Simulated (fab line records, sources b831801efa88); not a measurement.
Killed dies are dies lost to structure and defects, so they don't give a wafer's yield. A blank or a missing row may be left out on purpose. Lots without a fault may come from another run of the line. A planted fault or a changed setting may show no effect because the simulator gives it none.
Which tool did it? | flow gf180mcu | 11 lots, 33 wafers sampled, at 6 steps of a route of 602

WHAT THE GAUGES READ, wafer by wafer
GF_M3_RS_MEAS_05: measures by four-point-probe. Usual: M3_ALCU_RS 0.0697 ohm/sq, standard deviation 0.00075.
lot  | measured     | on            | M3_ALCU_RS (ohm/sq)  | flag
L857 | day 22 04:57 | film_metro-04 | 0.0705 0.0685 0.0693 |
L859 | day 22 17:28 | film_metro-01 | 0.0682 0.0691 0.0682 |
L861 | day 23 15:38 | film_metro-04 | 0.0705 0.0700 0.0706 |
L863 | day 24 04:50 | film_metro-04 | 0.0707 0.0703 0.0703 |
L865 | day 24 16:26 | film_metro-01 | 0.0705 0.0705 0.0693 |
L866 | day 25 00:16 | film_metro-02 | 0.0424 0.0424 0.0424 | OFF
L867 | day 25 08:57 | film_metro-01 | 0.0426 0.0427 0.0429 | OFF
L869 | day 25 21:35 | film_metro-01 | 0.0427 0.0425 0.0424 | OFF
L872 | day 26 20:41 | film_metro-04 | 0.0696 0.0686 0.0682 |
L874 | day 27 14:59 | film_metro-04 | 0.0699 0.0713 0.0704 |
L875 | day 27 18:06 | film_metro-02 | 0.0699 0.0680 0.0696 |

GF_M3_THK_MEAS_06: measures by xrf. Usual: M3_ALCU_THK 445 nm, standard deviation 5.
lot  | measured     | on            | M3_ALCU_THK (nm) | flag
L857 | day 22 05:04 | film_metro-04 | 443 457 447      |
L859 | day 22 17:35 | film_metro-01 | 453 447 454      |
L861 | day 23 15:45 | film_metro-04 | 442 445 443      |
L863 | day 24 04:57 | film_metro-04 | 438 441 440      |
L865 | day 24 16:34 | film_metro-01 | 440 443 446      |
L866 | day 25 00:23 | film_metro-02 | 731 726 729      | OFF
L867 | day 25 09:04 | film_metro-01 | 726 728 718      | OFF
L869 | day 25 21:43 | film_metro-01 | 726 732 733      | OFF
L872 | day 26 20:47 | film_metro-04 | 446 454 454      |
L874 | day 27 15:06 | film_metro-04 | 445 431 441      |
L875 | day 27 18:13 | film_metro-02 | 448 457 447      |

WHICH TOOL RAN EACH LOT (tool, then ch and the chambers of the sampled wafers, then the start)
lot  | GF_M2_METAL_ETCH_16               | GF_V2_STRIP_18                       | GF_V2_SPUTTER_22             | GF_M3_SPUTTER_02
L857 | rie_metal-04 ch 0,1, day 21 01:55 | plasma_asher-04 ch 0,1, day 22 03:28 | pvd_sputter-04, day 22 04:06 | pvd_sputter-04, day 22 04:52
L859 | rie_metal-02 ch 0,1, day 21 14:29 | plasma_asher-04 ch 0,1, day 22 15:40 | pvd_sputter-04, day 22 16:37 | pvd_sputter-02, day 22 17:23
L861 | rie_metal-04 ch 0,1, day 22 13:43 | plasma_asher-04 ch 0,1, day 23 14:10 | pvd_sputter-02, day 23 14:46 | pvd_sputter-01, day 23 15:32
L863 | rie_metal-04 ch 0,1, day 23 02:49 | plasma_asher-03 ch 0,1, day 24 02:31 | pvd_sputter-03, day 24 03:08 | pvd_sputter-01, day 24 04:44
L865 | rie_metal-02 ch 1, day 23 15:05   | plasma_asher-03 ch 1, day 24 14:54   | pvd_sputter-04, day 24 15:31 | pvd_sputter-04, day 24 16:19
L866 | rie_metal-03 ch 0,1, day 23 23:25 | plasma_asher-04 ch 0,1, day 24 22:46 | pvd_sputter-04, day 24 23:24 | pvd_sputter-01, day 25 00:11
L867 | rie_metal-02 ch 0,1, day 24 07:38 | plasma_asher-02 ch 0,1, day 25 07:22 | pvd_sputter-03, day 25 07:58 | pvd_sputter-01, day 25 08:52
L869 | rie_metal-03 ch 1, day 24 21:46   | plasma_asher-04 ch 0,1, day 25 20:09 | pvd_sputter-03, day 25 20:44 | pvd_sputter-01, day 25 21:30
L872 | rie_metal-04 ch 0,1, day 25 20:25 | plasma_asher-02 ch 0,1, day 26 18:57 | pvd_sputter-02, day 26 19:32 | pvd_sputter-04, day 26 20:29
L874 | rie_metal-04 ch 0,1, day 26 14:52 | plasma_asher-03 ch 0,1, day 27 13:01 | pvd_sputter-04, day 27 14:08 | pvd_sputter-02, day 27 14:53
L875 | rie_metal-02 ch 0,1, day 26 18:14 | plasma_asher-02 ch 1, day 27 16:32   | pvd_sputter-04, day 27 17:15 | pvd_sputter-04, day 27 18:01
- GF_M2_METAL_ETCH_16: etches the open film in Cl2/BCl3, stops on SiO2, target depth 750.8 nm, time 125.1 s.
- GF_V2_STRIP_18: strips in O2/N2.
- GF_V2_SPUTTER_22: material TiN, target thk 10 nm, time 40 s.
- GF_M3_SPUTTER_02: material AlCu, target thk 450 nm, time 23.9 s.

WHAT THE TOOLS THEMSELVES READ (means of the sampled wafers that have a number; where no wafer has one, the mark that the record gives instead)
GF_M2_METAL_ETCH_16. Usual: bcl3_flow_sccm 40.00 sccm, standard deviation 0.12; drypump_motor_current_A 5.38 A, standard deviation 0.27; he_backside_leak_sccm 3.4 sccm, standard deviation 0.39; oes_product_au 0.989 a.u., standard deviation 0.0057; throttle_valve_pct 28.231 %, standard deviation 0.01.
lot  | tool         | bcl3_flow_sccm (sccm) | drypump_motor_current_A (A) | he_backside_leak_sccm (sccm) | oes_product_au (a.u.) | throttle_valve_pct (%) | flag
L857 | rie_metal-04 | 39.90                 | 5.52                        | 3.2                          | 0.990                 | 28.234                 |
L859 | rie_metal-02 | 40.10                 | 5.17                        | 3.5                          | 0.992                 | 28.230                 |
L861 | rie_metal-04 | 39.98                 | 5.37                        | 3.2                          | 0.987                 | 28.238                 |
L863 | rie_metal-04 | 40.08                 | 5.38                        | 3.2                          | 0.987                 | 28.242                 |
L865 | rie_metal-02 | 39.95                 | 5.37                        | 3.4                          | 0.992                 | 28.239                 |
L866 | rie_metal-03 | 40.01                 | 5.49                        | 3.5                          | 0.989                 | 28.232                 |
L867 | rie_metal-02 | 40.06                 | 5.17                        | 3.4                          | 0.988                 | 28.223                 |
L869 | rie_metal-03 | 40.12                 | 5.21                        | 3.6                          | 0.990                 | 28.223                 |
L872 | rie_metal-04 | 39.98                 | 5.36                        | 3.3                          | 0.985                 | 28.245                 |
L874 | rie_metal-04 | 40.10                 | 5.37                        | 3.3                          | 0.986                 | 28.230                 |
L875 | rie_metal-02 | 39.94                 | 5.26                        | 3.4                          | 0.990                 | 28.241                 |

GF_V2_STRIP_18. Usual: drypump_motor_current_A 5.8 A, standard deviation 0.51; heater_power_w 337 W, standard deviation 41; oes_product_au 0.594 a.u., standard deviation 0.0051.
lot  | tool            | drypump_motor_current_A (A) | heater_power_w (W) | oes_product_au (a.u.) | flag
L857 | plasma_asher-04 | 5.2                         | 351                | 0.598                 |
L859 | plasma_asher-04 | 5.2                         | 352                | 0.595                 |
L861 | plasma_asher-04 | 5.2                         | 355                | 0.591                 |
L863 | plasma_asher-03 | 5.9                         | 330                | 0.596                 |
L865 | plasma_asher-03 | 5.5                         | 347                | 0.594                 |
L866 | plasma_asher-04 | 5.2                         | 351                | 0.588                 |
L867 | plasma_asher-02 | 6.1                         | 319                | 0.595                 |
L869 | plasma_asher-04 | 5.3                         | 389                | 0.595                 |
L872 | plasma_asher-02 | 6.1                         | 323                | 0.594                 |
L874 | plasma_asher-03 | 5.9                         | 336                | 0.596                 |
L875 | plasma_asher-02 | 6.2                         | 326                | 0.596                 |

GF_V2_SPUTTER_22. Usual: chamber_pressure_pa 4.894 Pa, standard deviation 0.01; throttle_valve_pct 30.2 %, standard deviation 1.1.
lot  | tool           | chamber_pressure_pa (Pa) | throttle_valve_pct (%) | flag
L857 | pvd_sputter-04 | 4.892                    | 30.5                   |
L859 | pvd_sputter-04 | 4.901                    | 30.2                   |
L861 | pvd_sputter-02 | 4.902                    | 30.7                   |
L863 | pvd_sputter-03 | 4.901                    | 30.0                   |
L865 | pvd_sputter-04 | 4.893                    | 31.2                   |
L866 | pvd_sputter-04 | 4.898                    | 30.9                   |
L867 | pvd_sputter-03 | 4.884                    | 30.0                   |
L869 | pvd_sputter-03 | 4.891                    | 29.9                   |
L872 | pvd_sputter-02 | 4.896                    | 28.9                   |
L874 | pvd_sputter-04 | 4.898                    | 30.4                   |
L875 | pvd_sputter-04 | 4.893                    | 30.6                   |

GF_M3_SPUTTER_02. Usual: chamber_pressure_pa 0.4001 Pa, standard deviation 0.0009; throttle_valve_pct 30.3 %, standard deviation 1.1.
lot  | tool           | chamber_pressure_pa (Pa) | throttle_valve_pct (%) | flag
L857 | pvd_sputter-04 | 0.3994                   | 30.0                   |
L859 | pvd_sputter-02 | 0.4000                   | 30.9                   |
L861 | pvd_sputter-01 | 0.4001                   | 31.0                   |
L863 | pvd_sputter-01 | 0.3991                   | 30.7                   |
L865 | pvd_sputter-04 | 0.4011                   | 31.2                   |
L866 | pvd_sputter-01 | 0.3995                   | 30.9                   |
L867 | pvd_sputter-01 | 0.3996                   | 30.4                   |
L869 | pvd_sputter-01 | 0.4000                   | 30.0                   |
L872 | pvd_sputter-04 | 0.4001                   | 30.9                   |
L874 | pvd_sputter-02 | 0.4009                   | 30.6                   |
L875 | pvd_sputter-04 | 0.4004                   | 31.1                   |

THE ANSWER, worked out from the rows above alone
Rule: a lot is off if the mean of its wafers that have a number lies more than 3 standard deviations from the usual mean. A lot without any number at a reading at which 4 lots or more have one is off too. The other lots that the step has rows for count as sound. The gauges are gone through in route order, then the tools' own readings, and for those a lot's mean is taken as printed above. The first step at which some lot is off is used, and at that step the reading that is off furthest; a lot without a number counts as furthest.
Off: L866, L867, L869, at GF_M3_RS_MEAS_05 (M3_ALCU_RS).
A tool fits if, at a process step before that reading, it ran every lot that is off, and no sound lot after the first of them. The gauges at GF_M3_RS_MEAS_05 are tried like those tools. One fits: pvd_sputter-01 at GF_M3_SPUTTER_02. Its last sound lot is L863 (day 24 04:44), its first lot that is off L866 (day 25 00:11): a fault that began between those two fits.

WHAT THE SIMULATOR HAD PUT IN
Process parameter drift: pvd_sputter-01, from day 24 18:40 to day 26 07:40, at GF_M3_SPUTTER_02. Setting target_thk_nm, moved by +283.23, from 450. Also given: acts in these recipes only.
Lots struck among those shown: L866, L867, L869. The rule above found the same.
